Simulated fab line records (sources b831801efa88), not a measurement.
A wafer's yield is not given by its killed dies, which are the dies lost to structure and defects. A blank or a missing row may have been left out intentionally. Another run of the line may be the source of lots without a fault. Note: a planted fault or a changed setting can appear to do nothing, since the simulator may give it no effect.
Check for tools in common	flow gf180mcu	Sampled: 13 lots, 39 wafers

## THE REASON FOR OPENING IT
Of 13 lots, 2 have the reading NWELL_OVL flagged at GF_NWELL_OVL_MEAS_07. Fault-free wafers read -0.9 nm, with a standard deviation of 1.3.
Rule: a lot gets a flag if all its wafers with a number sit over 4 standard deviations from that mean, or if no wafer of it has a number. All remaining lots are regarded as sound.

lot	measured	on	NWELL_OVL (nm), wafer by wafer	flag
L589	day 3 07:22	overlay-02	-2.7 -1.3 -2.6	
L591	day 3 19:31	overlay-01	-2.1 -1.1 -0.9	
L592	day 3 22:27	overlay-02	-3.3 -2.2 -3.1	
L593	day 4 04:49	overlay-01	-0.3 -1.2 -2.9	
L594	day 4 09:45	overlay-01	-0.9 -0.7 -1.2	
L596	day 4 20:34	overlay-01	-3.3 -3.3 -2.7	
L597	day 5 02:43	overlay-01	-1.3 -0.8 -1.0	
L601	day 6 02:28	overlay-02	-0.2 -0.6 1.4	
L602	day 6 05:05	overlay-02	2.3 0.9 1.3	
L604	day 6 17:34	overlay-01	-0.7 1.7 -0.1	
L608	day 7 16:46	overlay-02	-95.2 -94.7 -93.7	FLAGGED
L609	day 7 20:28	overlay-02	-92.2 -91.8 -92.5	FLAGGED
L612	day 8 14:31	overlay-02	-2.2 -0.8 0.5	
On average the flagged lots' numbers are -93.3 nm, which is -92.4 nm against the usual, or -71 standard deviations.

## TOOL THAT RAN EACH LOT
The record keeps 1 process step preceding the reading, out of 602 steps on the route. Every cell lists first the tool, next ch and the chambers used by the sampled wafers, and last the start.
lot	flag	GF_NWELL_EXPOSE_04
L589		iline-stepper-02 ch 0, day 3 01:10
L591		iline-stepper-02 ch 0, day 3 12:58
L592		iline-stepper-01 ch 0, day 3 16:38
L593		iline-stepper-02 ch 0, day 3 22:18
L594		iline-stepper-02 ch 0, day 4 03:10
L596		iline-stepper-01 ch 0, day 4 13:50
L597		iline-stepper-01 ch 0, day 4 19:30
L601		iline-stepper-01 ch 0, day 5 19:25
L602		iline-stepper-02 ch 0, day 5 21:55
L604		iline-stepper-01 ch 0, day 6 10:28
L608	FLAGGED	iline-stepper-02 ch 0, day 7 09:19
L609	FLAGGED	iline-stepper-02 ch 0, day 7 12:13
L612		iline-stepper-01 ch 0, day 8 06:13
What is done by these steps:
- GF_NWELL_EXPOSE_04: exposes mask Nwell, target cd 860 nm.
- GF_NWELL_OVL_MEAS_07

## FLAGGED OVER TOTAL, TOOL BY TOOL (the gauges that took the reading come last)
step	tool	lots run	flagged	share of the flagged lots	sound lots run after its first flagged lot
GF_NWELL_EXPOSE_04	iline-stepper-01	6	0	none	-
GF_NWELL_EXPOSE_04	iline-stepper-02	7	2	all	0
GF_NWELL_OVL_MEAS_07	overlay-01	6	0	none	-
GF_NWELL_OVL_MEAS_07	overlay-02	7	2	all	1 (L612)

## THE TABLE: WHAT IT ALLOWS
Table rows that saw every flagged lot: 2, namely iline-stepper-02 at GF_NWELL_EXPOSE_04 and overlay-02 at GF_NWELL_OVL_MEAS_07.
- iline-stepper-02 at GF_NWELL_EXPOSE_04 ran 7 lots, 2 of them flagged. Its last sound lot is L602 (day 5 21:55), its first flagged lot L608 (day 7 09:19): a fault that began between those two fits.
- overlay-02 at GF_NWELL_OVL_MEAS_07 ran 7 lots, 2 of them flagged. Lots that were sound ran on it after the first flagged one (L612); a persistent fault on the entire tool would not allow that.
What remains is a single tool, iline-stepper-02 at GF_NWELL_EXPOSE_04.

## WHAT WAS PUT IN BY THE SIMULATOR
Scanner matching overlay: iline-stepper-02, from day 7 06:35 on, at GF_NWELL_EXPOSE_04. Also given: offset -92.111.
Shown lots that were struck: L608, L609. This agrees with what the rule above found.
